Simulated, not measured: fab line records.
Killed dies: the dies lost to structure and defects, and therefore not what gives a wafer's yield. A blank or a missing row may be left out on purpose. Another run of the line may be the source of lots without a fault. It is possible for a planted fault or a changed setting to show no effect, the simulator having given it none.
fab line records -- flow sky130
record: lots: 6, wafers: 18, last-day: 50
route steps=708 shown METAL4@637 VIA4@639 PAD_OPEN@708
lots that met no fault: from a run of the same line without faults
start-h: hours from the record's opening day to when the first of the lot's shown wafers began -- wait-h: hours since the lot's step before -- " repeats the value in the row above -- L1.1+2: a single row standing in for several wafers -- - no value, or no start given -- * or withheld: withheld -- < > ~ a bound
route shown NAME@n: a module of which the file shows steps, and the number in the route of the first -- usual: the fault-free wafers' mean and standard deviation -- same: alike in all rows -- chamber/n: place in a boat -- sites: each site's reading -- _std_site: the values' standard deviation -- _edge_site: the outer-site mean with the inner-site mean subtracted -- radius-mm: for every site, how far away it sits from the centre of the wafer -- mask NAME#n: copy n -- behind: the tool/chamber that last shaped the wafer -- hold: cause of the lot's hold/its duration in hours/its outcome -- device: names the non-switching transistor (n, p or np) -- end of line: at the end of the route, the tests of the same wafers -- a step without rows: its recipe alone -- killed: dies that structure and defects cost at the first sort, which is not the same as the wafer's yield -- map: a wafer's dies, x killed, . not, _ none there
set.NAME: the run value of the setting; set.NAME@STEP: its run value at that earlier step -- model.NAME: the simulator's own value behind a step, which no gauge read
lots seen at some steps along the route; tables by step, rows by wafer
services: the hour from which a tool's chamber was out of use, counted from the record's first day as start-h (under 0 if before that day), plus the number of hours and why
== steps ==
step: SKY_METAL4_CLEAN_21
recipe: chemistry: IPA, time-s: 180, temp-c: 25
step: SKY_METAL4_CLEAN_22
recipe: chemistry: O3/DIW, dry: n2-spin
step: SKY_VIA4_HDPCVD_00
recipe: material: SiO2, target-thk-nm: 1750, sigma-open-frac: 0.3, time-s: 300.4, temp-c: 400, sih4-flow-sccm: 60, pressure-mtorr: 6
step: SKY_VIA4_THK_MEAS_01
recipe: reads: SiO2_of_VIA4_HDPCVD_00
usual: VIA4_HDPCVD_THK: 1807/17
lot.wafer,tool,chamber,start-h,wait-h,VIA4_HDPCVD_THK[nm]
L793.1,film-metro-04,-,1012.92,0.1,1800
L793.3,film-metro-04,-,1012.92,0.1,1788
L793.4,film-metro-04,-,1012.92,0.1,1801
L804.1,film-metro-03,-,1082.23,0.1,1823
L804.4,film-metro-03,-,1082.23,0.1,1813
L804.6,film-metro-03,-,1082.23,0.1,1773
L807.1,film-metro-01,-,1093.58,0.1,1845
L807.2,film-metro-01,-,1093.58,0.1,1774
L807.6,film-metro-01,-,1093.58,0.1,1819
L808.1,film-metro-03,-,1102.42,0.1,1811
L808.3,film-metro-03,-,1102.42,0.1,1814
L808.5,film-metro-03,-,1102.42,0.1,1793
L810.1,film-metro-04,-,1111.24,0.1,1832
L810.2,film-metro-04,-,1111.24,0.1,1819
L810.6,film-metro-04,-,1111.24,0.1,1848
L809.1,film-metro-04,-,1111.62,0.1,1793
L809.2,film-metro-04,-,1111.62,0.1,1810
L809.4,film-metro-04,-,1111.62,0.1,1804
step: SKY_VIA4_CMP_02
recipe: material: SiO2, down-force-psi: 4, platen-rpm: 60, pad-velocity-m-s: 0.94248
usual: head-pressure-psi: 3.998/0.0087, motor-current-A: 12.4/1.3
lot.wafer,tool,chamber,start-h,wait-h,head-pressure-psi,motor-current-A
L793.3,cmp-01,3,1013.03,0.1,3.990,10.7
L793.1,cmp-01,0,1013.03,0.1,4.003,13.6
L793.4,cmp-01,1,1013.03,0.1,3.999,14.0
L804.4,cmp-01,3,1082.39,0.1,4.002,10.7
L804.1,cmp-01,0,1082.39,0.1,4.002,13.0
L804.6,cmp-01,2,1082.39,0.1,3.999,11.6
L807.1,cmp-02,2,1093.74,0.1,4.012,10.2
L807.2,cmp-02,3,1093.74,0.1,3.997,12.3
L807.6,cmp-02,1,1093.74,0.1,4.001,13.1
L808.1,cmp-02,0,1102.48,0.1,4.013,13.2
L808.3,cmp-02,3,1102.48,0.1,4.011,11.8
L808.5,cmp-02,1,1102.48,0.1,4.001,13.3
L810.1,cmp-01,3,1111.42,0.2,4.008,10.9
L810.2,cmp-01,0,1111.42,0.2,4.002,13.7
L810.6,cmp-01,2,1111.42,0.2,3.991,12.9
L809.2,cmp-02,2,1111.79,0.2,4.004,10.4
L809.1,cmp-02,3,1111.79,0.2,3.999,12.0
L809.4,cmp-02,1,1111.79,0.2,4.012,12.1
step: SKY_VIA4_BOW_MEAS_03
recipe: mode: bow
usual: VIA4_BOW: 83/8.5
lot.wafer,tool,chamber,start-h,wait-h,VIA4_BOW[um]
L793.1,film-metro-03,-,1013.28,0.1,77
L793.3,film-metro-03,-,1013.28,0.1,85
L793.4,film-metro-03,-,1013.28,0.1,75
L804.1,film-metro-01,-,1082.59,0.1,70
L804.4,film-metro-01,-,1082.59,0.1,76
L804.6,film-metro-01,-,1082.59,0.1,99
L807.1,film-metro-04,-,1093.94,0.1,67
L807.2,film-metro-04,-,1093.94,0.1,68
L807.6,film-metro-04,-,1093.94,0.1,79
L808.1,film-metro-01,-,1102.78,0.2,82
L808.3,film-metro-01,-,1102.78,0.2,83
L808.5,film-metro-01,-,1102.78,0.2,71
L810.1,film-metro-04,-,1111.68,0.2,75
L810.2,film-metro-04,-,1111.68,0.2,80
L810.6,film-metro-04,-,1111.68,0.2,88
L809.1,film-metro-04,-,1112.09,0.2,87
L809.2,film-metro-04,-,1112.09,0.2,75
L809.4,film-metro-04,-,1112.09,0.2,74
step: SKY_VIA4_DEHYDRATE_04
recipe: temp-c: 200, time-s: 60
step: SKY_VIA4_HMDS_05
recipe: prime-time-s: 60, prime-temp-c: 120
step: SKY_VIA4_COAT_06
recipe: resist: NOVOLAK, spin-rpm: 3000, resist-thk-nm: 1140
step: SKY_VIA4_SOFTBAKE_07
recipe: temp-c: 90, time-s: 60, resist: NOVOLAK
step: SKY_VIA4_EXPOSE_08
recipe: mask-id: VIM4, na: 0.6, source-shape: conventional, sigma-outer: 0.6, polarization: unpolarized, target-cd-nm: 800, dose-mj: 132
step: SKY_VIA4_PEB_09
recipe: temp-c: withheld, time-s: *, resist: NOVOLAK
step: SKY_VIA4_DEVELOP_10
recipe: resist: NOVOLAK, developer: TMAH, develop-time-s: 60, dev-temp-c: 23
lot.wafer,tool,chamber,start-h,wait-h
L793.1+3+4,litho-track-04,0,1036.34,0.1
L804.1+4+6,litho-track-04,0,1102.54,0.1
L807.1+2+6,litho-track-04,0,1114.19,0.1
L808.1+3+5,litho-track-02,0,1122.54,0.1
L810.1+2+6,litho-track-01,0,1130.64,0.1
L809.1+2+4,litho-track-02,0,1131.14,0.1
step: SKY_VIA4_OVL_MEAS_11
usual: VIA4_OVL: -0.2/1.5
lot.wafer,tool,chamber,start-h,wait-h,VIA4_OVL[nm]
L793.1,overlay-01,-,1036.49,0.1,2.3
L793.3,overlay-01,-,1036.49,0.1,0.9
L793.4,overlay-01,-,1036.49,0.1,1.3
L804.1,overlay-02,-,1102.69,0.1,-0.3
L804.4,overlay-02,-,1102.69,0.1,0.3
L804.6,overlay-02,-,1102.69,0.1,0.0
L807.1,overlay-02,-,1114.34,0.1,-2.9
L807.2,overlay-02,-,1114.34,0.1,-1.8
L807.6,overlay-02,-,1114.34,0.1,-2.3
L808.1,overlay-01,-,1122.69,0.1,1.0
L808.3,overlay-01,-,1122.69,0.1,1.1
L808.5,overlay-01,-,1122.69,0.1,0.7
L810.1,overlay-01,-,1130.79,0.1,-0.8
L810.2,overlay-01,-,1130.79,0.1,-2.9
L810.6,overlay-01,-,1130.79,0.1,-1.2
L809.1,overlay-01,-,1131.29,0.1,1.6
L809.2,overlay-01,-,1131.29,0.1,-1.1
L809.4,overlay-01,-,1131.29,0.1,0.2
step: SKY_VIA4_ETCH_12
recipe: target: SiO2, chemistry: C4F8/O2/Ar, stop-on: TiN, mask-material: NOVOLAK, source-w: 1500, bias-w: 1200, pressure-mtorr: 40, c4f8-flow-sccm: withheld, O2_flow_sccm: 6, Ar_flow_sccm: 300, time-s: withheld, target-depth-a: 5800
usual: oes-product-au: 0.927/0.0044
lot.wafer,tool,chamber,start-h,wait-h,oes-product-au,model.VIA4.cd-nm
L793.1,rie-diel-01,2,1036.53,0.0,0.932,801.4
L793.3,rie-diel-01,0,1036.53,0.0,0.926,799.1
L793.4,rie-diel-01,1,1036.53,0.0,0.929,801.8
L804.1,rie-diel-03,1,1102.73,0.0,0.936,792.2
L804.4,rie-diel-03,3,1102.73,0.0,0.931,791.1
L804.6,rie-diel-03,3,1102.73,0.0,0.926,789.8
L807.1,rie-diel-01,2,1114.38,0.0,0.918,788.8
L807.2,rie-diel-01,1,1114.38,0.0,0.924,789.6
L807.6,rie-diel-01,2,1114.38,0.0,0.918,786.7
L808.1,rie-diel-01,2,1122.73,0.0,0.933,799
L808.3,rie-diel-01,3,1122.73,0.0,0.926,801.3
L808.5,rie-diel-01,1,1122.73,0.0,0.929,801.4
L810.1,rie-diel-02,0,1130.82,0.0,0.928,798.7
L810.2,rie-diel-02,1,1130.82,0.0,0.935,799.4
L810.6,rie-diel-02,1,1130.82,0.0,0.928,799.2
L809.1,rie-diel-01,1,1131.33,0.0,0.928,797.4
L809.2,rie-diel-01,2,1131.33,0.0,0.924,798.3
L809.4,rie-diel-01,3,1131.33,0.0,0.923,798.6
step: SKY_VIA4_STRIP_13
recipe: chemistry: O2/N2, power-w: 1400, pressure-mtorr: 1500, platen-temp-c: withheld, o2-flow-sccm: 3000, n2-flow-sccm: 300, overash-fraction: 0.5
usual: drypump-motor-current-A: 6.0/0.38, oes-product-au: 0.710/0.0044, strip-time-to-endpoint-s: 12.81/0.03
lot.wafer,tool,chamber,start-h,wait-h,drypump-motor-current-A,oes-product-au,rf-hours-counter-h,strip-time-to-endpoint-s
L793.1,plasma-asher-01,1,1036.60,-,6.0,0.713,58,12.77
L793.3,plasma-asher-01,1,1036.60,-,6.0,0.718,-,12.81
L793.4,plasma-asher-01,0,1036.60,-,5.8,0.715,-,12.78
L804.1,plasma-asher-03,0,1102.80,-,6.6,0.715,34,12.76
L804.4,plasma-asher-03,1,1102.80,-,5.4,0.712,-,12.82
L804.6,plasma-asher-03,0,1102.80,-,6.6,0.710,-,12.81
L807.1,plasma-asher-03,0,1114.45,-,6.6,0.705,36,12.80
L807.2,plasma-asher-03,1,1114.45,-,5.4,0.710,36,12.78
L807.6,plasma-asher-03,1,1114.45,-,5.4,0.711,-,12.80
L808.1,plasma-asher-03,1,1122.80,-,5.4,0.701,36,12.81
L808.3,plasma-asher-03,1,1122.80,-,5.4,0.711,-,12.77
L808.5,plasma-asher-03,1,1122.80,-,5.4,0.708,-,12.79
L810.1,plasma-asher-04,1,1130.90,-,5.8,0.705,6,12.82
L810.2,plasma-asher-04,0,1130.90,-,6.4,0.711,6,12.76
L810.6,plasma-asher-04,0,1130.90,-,6.4,0.710,-,12.83
L809.1,plasma-asher-03,1,1131.40,-,5.5,0.714,37,12.81
L809.2,plasma-asher-03,0,1131.40,-,6.6,0.712,37,12.84
L809.4,plasma-asher-03,0,1131.40,-,6.6,0.713,-,12.79
step: SKY_PAD_OPEN_PROBE_99
usual: defect-limited-yield: 82.4/2, killed_at_M0_to_M3: 43/6.8, killed_at_M4_up: 3.1/1.8, killed-at-contacts: 25/5.8, killed-at-front-end: 15/4.2, killed-at-other: 0.3/0.5, killed-dies: 87/9.7, killed-open: 47/7.3, killed-short: 39/6.6, sort_bin_3_pad_short: 0.9/0.37, sort_bin_5_function: 10.4/1.4, sort_bin_6_memory: 6.3/1.1, sort-n-pass: 405/9.7, sort-yield-pct: 82.4/2
same: gross-dies: 492, killed-at-back-side: 0, sort_bin_4_leakage[%]: 0, sort_bin_8_speed[%]: 0
lot.wafer,tool,chamber,start-h,wait-h,defect-limited-yield[%],killed_at_M0_to_M3,killed_at_M4_up,killed-at-contacts,killed-at-front-end,killed-at-other,killed-dies,killed-open,killed-short,sort_bin_3_pad_short[%],sort_bin_5_function[%],sort_bin_6_memory[%],sort-n-pass,sort-yield-pct[%]
L804.1,prober-02,-,1163.55,0.1,81.1,47,2,25,19,0,93,60,33,1.0,10.2,7.7,399,81.1
L804.4,prober-02,-,1163.70,0.2,82.5,45,3,23,15,0,86,43,43,0.6,10.4,6.5,406,82.5
L804.6,prober-02,-,1163.80,0.2,82.7,44,1,12,28,0,85,50,35,1.0,10.0,6.3,407,82.7
L807.1,prober-01,-,1175.64,0.1,78.9,48,2,35,19,0,104,55,49,1.4,13.2,6.5,388,78.9
L807.2,prober-01,-,1175.69,0.1,82.3,46,1,24,15,1,87,40,47,0.4,9.8,7.5,405,82.3
L807.6,prober-01,-,1175.89,0.2,79.9,36,3,45,15,0,99,46,53,1.2,12.6,6.3,393,79.9
L808.1,prober-02,-,1181.86,0.1,85.2,41,1,21,9,1,73,39,34,0.6,9.3,4.9,419,85.2
L808.3,prober-02,-,1181.96,0.2,81.1,47,2,33,10,1,93,49,44,1.2,10.0,7.7,399,81.1
L808.5,prober-02,-,1182.06,0.2,85.0,28,3,25,18,0,74,37,37,0.8,9.1,5.1,418,85.0
L810.1,prober-01,-,1188.04,0.1,84.3,38,2,24,13,0,77,41,36,1.4,7.7,6.5,415,84.3
L810.2,prober-01,-,1188.09,0.1,80.3,46,4,31,16,0,97,57,40,1.0,12.8,5.9,395,80.3
L810.6,prober-01,-,1188.29,0.2,83.5,42,3,17,19,0,81,42,39,1.2,10.8,4.5,411,83.5
L809.1,prober-02,-,1189.90,0.1,82.5,46,3,27,10,0,86,54,32,1.2,10.4,5.9,406,82.5
L809.2,prober-02,-,1189.95,0.1,80.1,54,4,22,18,0,98,48,50,1.2,11.4,7.3,394,80.1
L809.4,prober-02,-,1190.05,0.2,82.3,37,5,19,24,2,87,45,42,0.8,11.0,5.9,405,82.3
killed by level:class
L804.1 VIA1:geometric-particle:open=12 VIA2:geometric-particle:open=11 VIA3:geometric-particle:open=10 LI_CONTACT:geometric-particle:open=9 CONTACT:geometric-particle:open=8 LOCAL_INTERCONNECT:geometric-particle:short=7 FIELD_ISO:geometric-particle:short=6 POLY_GATE:geometric-particle:short=5
L804.4 VIA1:geometric-particle:short=8 VIA1:geometric-particle:open=7 VIA3:geometric-particle:open=7 POLY_GATE:geometric-particle:short=6 LI_CONTACT:geometric-particle:open=6 LOCAL_INTERCONNECT:geometric-particle:short=5 CONTACT:geometric-particle:open=5 CONTACT:geometric-particle:short=5
L804.6 FIELD_ISO:geometric-particle:short=8 VIA1:geometric-particle:open=8 VIA2:geometric-particle:open=8 VIA3:geometric-particle:open=8 FIELD_ISO:geometric-particle:open=7 POLY_GATE:geometric-particle:short=6 POLY_GATE:geometric-particle:open=5 METAL2:geometric-particle:short=5
L807.1 LI_CONTACT:geometric-particle:open=10 CONTACT:geometric-particle:short=9 CONTACT:geometric-particle:open=9 VIA2:geometric-particle:open=9 VIA1:geometric-particle:open=8 VIA2:geometric-particle:short=6 POLY_GATE:geometric-particle:short=5 METAL2:geometric-particle:short=5
L807.2 VIA1:geometric-particle:open=11 LI_CONTACT:geometric-particle:open=7 METAL1:geometric-particle:short=7 LI_CONTACT:geometric-particle:short=6 LOCAL_INTERCONNECT:geometric-particle:short=6 METAL2:geometric-particle:short=6 FIELD_ISO:geometric-particle:open=5 VIA2:geometric-particle:short=5
L807.6 CONTACT:geometric-particle:open=17 LI_CONTACT:geometric-particle:open=9 METAL2:geometric-particle:short=8 METAL1:geometric-particle:short=7 POLY_GATE:geometric-particle:short=6 LI_CONTACT:geometric-particle:short=6 LOCAL_INTERCONNECT:geometric-particle:short=6 CONTACT:geometric-particle:short=6
L808.1 CONTACT:geometric-particle:open=9 METAL1:geometric-particle:short=6 VIA1:geometric-particle:open=6 VIA2:geometric-particle:open=6 CONTACT:geometric-particle:short=4 VIA1:geometric-particle:short=4 METAL2:geometric-particle:short=4 VIA3:geometric-particle:short=4
L808.3 CONTACT:geometric-particle:open=13 VIA1:geometric-particle:open=11 LI_CONTACT:geometric-particle:open=7 METAL2:geometric-particle:short=6 CONTACT:geometric-particle:short=6 VIA2:geometric-particle:open=6 VIA1:geometric-particle:short=6 LI_CONTACT:geometric-particle:short=5
L808.5 CONTACT:geometric-particle:open=7 LI_CONTACT:geometric-particle:short=5 METAL1:geometric-particle:short=5 VIA2:geometric-particle:open=5 FIELD_ISO:geometric-particle:short=4 POLY_GATE:geometric-particle:open=4 LOCAL_INTERCONNECT:geometric-particle:short=4 LOCAL_INTERCONNECT:geometric-particle:open=4
L810.1 CONTACT:geometric-particle:open=11 FIELD_ISO:geometric-particle:open=7 VIA1:geometric-particle:open=6 VIA2:geometric-particle:open=6 VIA1:geometric-particle:short=5 LI_CONTACT:geometric-particle:short=4 LOCAL_INTERCONNECT:geometric-particle:short=4 METAL3:geometric-particle:short=4
L810.2 CONTACT:geometric-particle:open=15 VIA1:geometric-particle:open=11 VIA3:geometric-particle:open=9 LOCAL_INTERCONNECT:geometric-particle:short=7 FIELD_ISO:geometric-particle:short=6 FIELD_ISO:geometric-particle:open=5 LI_CONTACT:geometric-particle:open=5 VIA3:geometric-particle:short=5
L810.6 VIA1:geometric-particle:open=13 VIA2:geometric-particle:open=8 FIELD_ISO:geometric-particle:short=7 CONTACT:geometric-particle:short=6 CONTACT:geometric-particle:open=5 VIA1:geometric-particle:short=5 METAL2:geometric-particle:short=5 FIELD_ISO:geometric-particle:open=4
L809.1 CONTACT:geometric-particle:open=13 VIA1:geometric-particle:open=11 METAL1:geometric-particle:short=9 METAL2:geometric-particle:short=6 VIA3:geometric-particle:open=6 LOCAL_INTERCONNECT:geometric-particle:short=5 FIELD_ISO:geometric-particle:open=4 POLY_GATE:geometric-particle:open=4
L809.2 VIA1:geometric-particle:open=13 METAL2:geometric-particle:short=8 METAL1:geometric-particle:short=8 VIA3:geometric-particle:open=7 LI_CONTACT:geometric-particle:open=6 VIA1:geometric-particle:short=5 POLY_GATE:geometric-particle:open=5 POLY_GATE:geometric-particle:short=5
L809.4 VIA1:geometric-particle:open=10 FIELD_ISO:geometric-particle:short=6 POLY_GATE:geometric-particle:open=6 CONTACT:geometric-particle:open=6 VIA3:geometric-particle:open=6 FIELD_ISO:geometric-particle:open=5 LI_CONTACT:geometric-particle:open=5 CONTACT:geometric-particle:short=5
== services ==
tool,chamber,start-h,hours,kind
rie-diel-03,3,990.68,4.2,repair
rie-diel-03,2,998.88,7.7,repair
rie-diel-02,-,1013.19,1.1,repair
rie-diel-02,-,1015.50,2.1,repair
rie-diel-02,2,1019.81,5.7,repair
cmp-02,-,1024.29,14.3,pm
cmp-01,-,1027.29,1.1,repair
plasma-asher-03,-,1027.53,0.9,repair
rie-diel-03,3,1037.54,25.8,repair
rie-diel-01,-,1038.13,4.0,repair
plasma-asher-01,-,1041.49,2.1,repair
plasma-asher-03,-,1043.18,2.8,pm
plasma-asher-04,-,1055.25,9.0,pm
rie-diel-02,0,1066.52,8.8,repair
rie-diel-01,-,1071.94,2.4,repair
plasma-asher-01,-,1074.75,2.6,repair
rie-diel-02,2,1078.22,12.5,repair
cmp-02,-,1084.05,4.0,pm
rie-diel-01,2,1088.11,-,clean
rie-diel-01,2,1088.11,18.0,scheduled-down
rie-diel-01,3,1115.27,3.4,repair
cmp-01,-,1116.32,0.7,repair
rie-diel-01,-,1122.86,0.6,repair
cmp-01,-,1125.40,2.9,repair
== key ==
first-sign none at tools or gauges
model-effect: step: SKY_VIA4_ETCH_12, value: VIA4.cd-nm, without: 802.2, struck: 789.7
met-at SKY_VIA4_DEVELOP_10
struck-wafers L804.1,L804.4,L804.6,L807.1,L807.2,L807.6
onset-between 1036.34 1102.54
fault: kind: process-parameter-drift, tool: litho-track-04, chamber: -, onset-h: 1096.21, steps: SKY_VIA4_DEVELOP_10, channel: develop-time-s, offset: *, shape: step, end-h: 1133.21, acts-in: *, stated: *
